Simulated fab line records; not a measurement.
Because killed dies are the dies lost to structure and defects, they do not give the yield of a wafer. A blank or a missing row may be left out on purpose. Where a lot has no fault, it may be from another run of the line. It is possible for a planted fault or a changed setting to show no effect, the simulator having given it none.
What tool caused it? || flow sky130 || Sampling: 11 lots, 33 wafers, 5 of 708 route steps

## WHAT THE GAUGES SHOWED, per wafer
SKY_GATE_OXIDE_THK_MEAS_02.
{"lot": "L797", "measured": "day 12 11:44", "on": "filmMetro-02", "GATE_OXIDE_OXIDATION_00_THK (nm)": "10.05 10.10 9.92"}
{"lot": "L798", "measured": "day 13 16:12", "on": "filmMetro-01", "GATE_OXIDE_OXIDATION_00_THK (nm)": "9.94 10.05 10.08"}
{"lot": "L799", "measured": "day 13 16:12", "on": "filmMetro-02", "GATE_OXIDE_OXIDATION_00_THK (nm)": "9.99 10.27 10.24"}
{"lot": "L802", "measured": "day 14 11:35", "on": "filmMetro-01", "GATE_OXIDE_OXIDATION_00_THK (nm)": "10.32 10.36 10.29"}
{"lot": "L805", "measured": "day 15 13:35", "on": "filmMetro-02", "GATE_OXIDE_OXIDATION_00_THK (nm)": "9.99 10.10 10.08"}
{"lot": "L806", "measured": "day 15 23:42", "on": "filmMetro-01", "GATE_OXIDE_OXIDATION_00_THK (nm)": "10.25 10.27 10.08"}
{"lot": "L807", "measured": "day 16 06:39", "on": "filmMetro-02", "GATE_OXIDE_OXIDATION_00_THK (nm)": "10.31 10.33 10.31"}
{"lot": "L813", "measured": "day 18 11:05", "on": "filmMetro-02", "GATE_OXIDE_OXIDATION_00_THK (nm)": "10.10 10.16 10.02"}
{"lot": "L817", "measured": "day 20 07:44", "on": "filmMetro-04", "GATE_OXIDE_OXIDATION_00_THK (nm)": "10.58 10.61 10.61"}
{"lot": "L819", "measured": "day 20 17:19", "on": "filmMetro-02", "GATE_OXIDE_OXIDATION_00_THK (nm)": "10.03 10.15 10.10"}
{"lot": "L820", "measured": "day 20 18:53", "on": "filmMetro-02", "GATE_OXIDE_OXIDATION_00_THK (nm)": "10.41 10.57 10.39"}

SKY_LDD_LDN_OVL_MEAS_07.
{"lot": "L797", "measured": "day 22 11:10", "on": "overlay-01", "LDD_LDN_OVL (nm)": "0.1 -1.8 -0.5"}
{"lot": "L798", "measured": "day 23 20:00", "on": "overlay-01", "LDD_LDN_OVL (nm)": "1.2 -1.0 0.6"}
{"lot": "L799", "measured": "day 23 18:19", "on": "overlay-01", "LDD_LDN_OVL (nm)": "1.2 1.5 0.0"}
{"lot": "L802", "measured": "day 24 19:01", "on": "overlay-02", "LDD_LDN_OVL (nm)": "-2.1 -3.8 -3.4"}
{"lot": "L805", "measured": "day 25 21:05", "on": "overlay-02", "LDD_LDN_OVL (nm)": "-3.5 -3.5 -1.2"}
{"lot": "L806", "measured": "day 26 10:44", "on": "overlay-02", "LDD_LDN_OVL (nm)": "-1.8 0.0 -1.9"}
{"lot": "L807", "measured": "day 26 15:43", "on": "overlay-02", "LDD_LDN_OVL (nm)": "-1.5 0.9 -1.2"}
{"lot": "L813", "measured": "day 28 18:12", "on": "overlay-01", "LDD_LDN_OVL (nm)": "-1.1 1.4 -0.9"}
{"lot": "L817", "measured": "day 30 10:48", "on": "overlay-01", "LDD_LDN_OVL (nm)": "0.7 0.4 3.6"}
{"lot": "L819", "measured": "day 30 19:14", "on": "overlay-02", "LDD_LDN_OVL (nm)": "-0.1 0.3 -0.5"}
{"lot": "L820", "measured": "day 30 21:32", "on": "overlay-01", "LDD_LDN_OVL (nm)": "-1.1 -1.4 -0.8"}

## WHAT TOOL EACH LOT RAN ON (gives the tool, then ch and the chambers of the sampled wafers, and finally the start)
{"lot": "L797", "SKY_VT_ADJUST_LVTN_COAT_13": "lithoTrack-04 ch 0, day 7 03:39", "SKY_VT_ADJUST_LVTN_STRIP_20": "plasmaAsher-02 ch 0, day 7 14:22", "SKY_SONOS_ONO_ETCH_15": "rieDiel-03 ch 0,2, day 12 09:59"}
{"lot": "L798", "SKY_VT_ADJUST_LVTN_COAT_13": "lithoTrack-02 ch 0, day 8 00:31", "SKY_VT_ADJUST_LVTN_STRIP_20": "plasmaAsher-04 ch 0,1, day 8 11:35", "SKY_SONOS_ONO_ETCH_15": "rieDiel-02 ch 0,3, day 13 11:49"}
{"lot": "L799", "SKY_VT_ADJUST_LVTN_COAT_13": "lithoTrack-01 ch 0, day 8 00:53", "SKY_VT_ADJUST_LVTN_STRIP_20": "plasmaAsher-04 ch 0,1, day 8 11:53", "SKY_SONOS_ONO_ETCH_15": "rieDiel-04 ch 0,1,3, day 13 12:02"}
{"lot": "L802", "SKY_VT_ADJUST_LVTN_COAT_13": "lithoTrack-01 ch 0, day 8 11:26", "SKY_VT_ADJUST_LVTN_STRIP_20": "plasmaAsher-04 ch 0,1, day 8 21:35", "SKY_SONOS_ONO_ETCH_15": "rieDiel-04 ch 0,1,3, day 14 08:40"}
{"lot": "L805", "SKY_VT_ADJUST_LVTN_COAT_13": "lithoTrack-04 ch 0, day 9 11:18", "SKY_VT_ADJUST_LVTN_STRIP_20": "plasmaAsher-04 ch 0,1, day 9 21:49", "SKY_SONOS_ONO_ETCH_15": "rieDiel-02 ch 0,2,3, day 15 10:44"}
{"lot": "L806", "SKY_VT_ADJUST_LVTN_COAT_13": "lithoTrack-04 ch 0, day 9 23:24", "SKY_VT_ADJUST_LVTN_STRIP_20": "plasmaAsher-02 ch 0,1, day 10 10:55", "SKY_SONOS_ONO_ETCH_15": "rieDiel-03 ch 0,2, day 15 21:58"}
{"lot": "L807", "SKY_VT_ADJUST_LVTN_COAT_13": "lithoTrack-04 ch 0, day 10 03:49", "SKY_VT_ADJUST_LVTN_STRIP_20": "plasmaAsher-04 ch 0,1, day 10 14:31", "SKY_SONOS_ONO_ETCH_15": "rieDiel-03 ch 0,2, day 16 02:14"}
{"lot": "L813", "SKY_VT_ADJUST_LVTN_COAT_13": "lithoTrack-02 ch 0, day 12 00:43", "SKY_VT_ADJUST_LVTN_STRIP_20": "plasmaAsher-01 ch 0,1, day 12 12:40", "SKY_SONOS_ONO_ETCH_15": "rieDiel-04 ch 0,1, day 18 07:58"}
{"lot": "L817", "SKY_VT_ADJUST_LVTN_COAT_13": "lithoTrack-02 ch 0, day 13 11:58", "SKY_VT_ADJUST_LVTN_STRIP_20": "plasmaAsher-02 ch 0,1, day 14 01:11", "SKY_SONOS_ONO_ETCH_15": "rieDiel-03 ch 2,3, day 20 05:35"}
{"lot": "L819", "SKY_VT_ADJUST_LVTN_COAT_13": "lithoTrack-02 ch 0, day 13 21:08", "SKY_VT_ADJUST_LVTN_STRIP_20": "plasmaAsher-02 ch 0,1, day 14 10:34", "SKY_SONOS_ONO_ETCH_15": "rieDiel-02 ch 1,2, day 20 15:35"}
{"lot": "L820", "SKY_VT_ADJUST_LVTN_COAT_13": "lithoTrack-04 ch 0, day 13 21:48", "SKY_VT_ADJUST_LVTN_STRIP_20": "plasmaAsher-01 ch 0,1, day 14 11:52", "SKY_SONOS_ONO_ETCH_15": "rieDiel-03 ch 0,2,3, day 20 17:10"}
- SKY_VT_ADJUST_LVTN_COAT_13: resist thk 1140 nm.
- SKY_VT_ADJUST_LVTN_STRIP_20: strips in O2/N2.
- SKY_SONOS_ONO_ETCH_15: etches the open film in CHF3/O2, target depth 19.52 nm, time 7.8 s.

## WHAT THE TOOLS THEMSELVES READ (means of the sampled wafers that have a number; where no wafer has one, the mark that the record gives instead)
SKY_VT_ADJUST_LVTN_COAT_13.
{"lot": "L797", "tool": "lithoTrack-04", "resistLineTempC (C)": 22.96, "spinSpeedRpm (rpm)": 2999.8}
{"lot": "L798", "tool": "lithoTrack-02", "resistLineTempC (C)": 22.84, "spinSpeedRpm (rpm)": 2997.3}
{"lot": "L799", "tool": "lithoTrack-01", "resistLineTempC (C)": 23.03, "spinSpeedRpm (rpm)": 3001.1}
{"lot": "L802", "tool": "lithoTrack-01", "resistLineTempC (C)": 22.95, "spinSpeedRpm (rpm)": 3001.1}
{"lot": "L805", "tool": "lithoTrack-04", "resistLineTempC (C)": 22.91, "spinSpeedRpm (rpm)": 3001.9}
{"lot": "L806", "tool": "lithoTrack-04", "resistLineTempC (C)": 22.92, "spinSpeedRpm (rpm)": 2947.6}
{"lot": "L807", "tool": "lithoTrack-04", "resistLineTempC (C)": 22.89, "spinSpeedRpm (rpm)": 2948.2}
{"lot": "L813", "tool": "lithoTrack-02", "resistLineTempC (C)": 23.14, "spinSpeedRpm (rpm)": 3001.7}
{"lot": "L817", "tool": "lithoTrack-02", "resistLineTempC (C)": 22.94, "spinSpeedRpm (rpm)": 3002.0}
{"lot": "L819", "tool": "lithoTrack-02", "resistLineTempC (C)": 23.03, "spinSpeedRpm (rpm)": 3000.5}
{"lot": "L820", "tool": "lithoTrack-04", "resistLineTempC (C)": 22.78, "spinSpeedRpm (rpm)": 2998.4}

SKY_VT_ADJUST_LVTN_STRIP_20.
{"lot": "L797", "tool": "plasmaAsher-02", "drypumpMotorCurrentA (A)": 5.9, "oesProductAu (a.u.)": 0.720, "stripTimeToEndpointS (s)": 14.16}
{"lot": "L798", "tool": "plasmaAsher-04", "drypumpMotorCurrentA (A)": 5.5, "oesProductAu (a.u.)": 0.719, "stripTimeToEndpointS (s)": 14.22}
{"lot": "L799", "tool": "plasmaAsher-04", "drypumpMotorCurrentA (A)": 5.3, "oesProductAu (a.u.)": 0.713, "stripTimeToEndpointS (s)": 14.15}
{"lot": "L802", "tool": "plasmaAsher-04", "drypumpMotorCurrentA (A)": 5.3, "oesProductAu (a.u.)": 0.714, "stripTimeToEndpointS (s)": 14.20}
{"lot": "L805", "tool": "plasmaAsher-04", "drypumpMotorCurrentA (A)": 5.5, "oesProductAu (a.u.)": 0.714, "stripTimeToEndpointS (s)": 14.18}
{"lot": "L806", "tool": "plasmaAsher-02", "drypumpMotorCurrentA (A)": 5.7, "oesProductAu (a.u.)": 0.725, "stripTimeToEndpointS (s)": 14.25}
{"lot": "L807", "tool": "plasmaAsher-04", "drypumpMotorCurrentA (A)": 5.3, "oesProductAu (a.u.)": 0.716, "stripTimeToEndpointS (s)": 14.31}
{"lot": "L813", "tool": "plasmaAsher-01", "drypumpMotorCurrentA (A)": 6.0, "oesProductAu (a.u.)": 0.714, "stripTimeToEndpointS (s)": 14.20}
{"lot": "L817", "tool": "plasmaAsher-02", "drypumpMotorCurrentA (A)": 5.6, "oesProductAu (a.u.)": 0.714, "stripTimeToEndpointS (s)": 14.20}
{"lot": "L819", "tool": "plasmaAsher-02", "drypumpMotorCurrentA (A)": 5.7, "oesProductAu (a.u.)": 0.718, "stripTimeToEndpointS (s)": 14.19}
{"lot": "L820", "tool": "plasmaAsher-01", "drypumpMotorCurrentA (A)": 5.6, "oesProductAu (a.u.)": 0.711, "stripTimeToEndpointS (s)": 14.20}

SKY_SONOS_ONO_ETCH_15.
{"lot": "L797", "tool": "rieDiel-03", "biasW (W)": 200.7, "drypumpMotorCurrentA (A)": 5.6, "oesProductAu (a.u.)": 1.012, "throttleValvePct (%)": 8.829}
{"lot": "L798", "tool": "rieDiel-02", "biasW (W)": 199.8, "drypumpMotorCurrentA (A)": 5.7, "oesProductAu (a.u.)": 0.999, "throttleValvePct (%)": 8.823}
{"lot": "L799", "tool": "rieDiel-04", "biasW (W)": 199.7, "drypumpMotorCurrentA (A)": 5.8, "oesProductAu (a.u.)": 0.995, "throttleValvePct (%)": 8.825}
{"lot": "L802", "tool": "rieDiel-04", "biasW (W)": 200.2, "drypumpMotorCurrentA (A)": 5.8, "oesProductAu (a.u.)": 1.000, "throttleValvePct (%)": 8.819}
{"lot": "L805", "tool": "rieDiel-02", "biasW (W)": 200.2, "drypumpMotorCurrentA (A)": 5.7, "oesProductAu (a.u.)": 1.003, "throttleValvePct (%)": 8.821}
{"lot": "L806", "tool": "rieDiel-03", "biasW (W)": 200.1, "drypumpMotorCurrentA (A)": 5.6, "oesProductAu (a.u.)": 1.008, "throttleValvePct (%)": 8.815}
{"lot": "L807", "tool": "rieDiel-03", "biasW (W)": 199.8, "drypumpMotorCurrentA (A)": 5.5, "oesProductAu (a.u.)": 1.008, "throttleValvePct (%)": 8.828}
{"lot": "L813", "tool": "rieDiel-04", "biasW (W)": 199.5, "drypumpMotorCurrentA (A)": 5.8, "oesProductAu (a.u.)": 1.007, "throttleValvePct (%)": 8.830}
{"lot": "L817", "tool": "rieDiel-03", "biasW (W)": 200.4, "drypumpMotorCurrentA (A)": 5.4, "oesProductAu (a.u.)": 1.004, "throttleValvePct (%)": 8.829}
{"lot": "L819", "tool": "rieDiel-02", "biasW (W)": 200.5, "drypumpMotorCurrentA (A)": 5.5, "oesProductAu (a.u.)": 1.003, "throttleValvePct (%)": 8.828}
{"lot": "L820", "tool": "rieDiel-03", "biasW (W)": 200.2, "drypumpMotorCurrentA (A)": 5.3, "oesProductAu (a.u.)": 0.997, "throttleValvePct (%)": 8.834}

## THE ANSWER, worked out from the rows above alone
Rule: the lots themselves supply what counts as usual. Put in order of their means at a reading, lots are off if they are a third of the lots or fewer, leave a main group of 4 or more, and stand apart from it by a gap of 3 or more times the standard deviation of the main group's means; of several such gaps the widest counts. A main group is skipped when, at the precision printed for the reading in the tables above, its means are all equal. Also off: a lot with no number at a reading for which 4 or more lots have one. All remaining lots with rows at the step are treated as sound. Order of review: gauges by route order, followed by the tools' own readings, for which a lot's mean as printed above is used. At the first step where some lot is off, the reading lying furthest off is the one used; lots without a number count as furthest.
Off: L806, L807 (SKY_VT_ADJUST_LVTN_COAT_13, spinSpeedRpm). The main group has a mean of 3000.4 rpm with a standard deviation of 1.5.
A tool fits if, at that step or a process step before it, it ran every lot that is off, and no sound lot after the first of them. No candidate that was tried fits.

## WHAT HAD BEEN PUT IN BY THE SIMULATOR
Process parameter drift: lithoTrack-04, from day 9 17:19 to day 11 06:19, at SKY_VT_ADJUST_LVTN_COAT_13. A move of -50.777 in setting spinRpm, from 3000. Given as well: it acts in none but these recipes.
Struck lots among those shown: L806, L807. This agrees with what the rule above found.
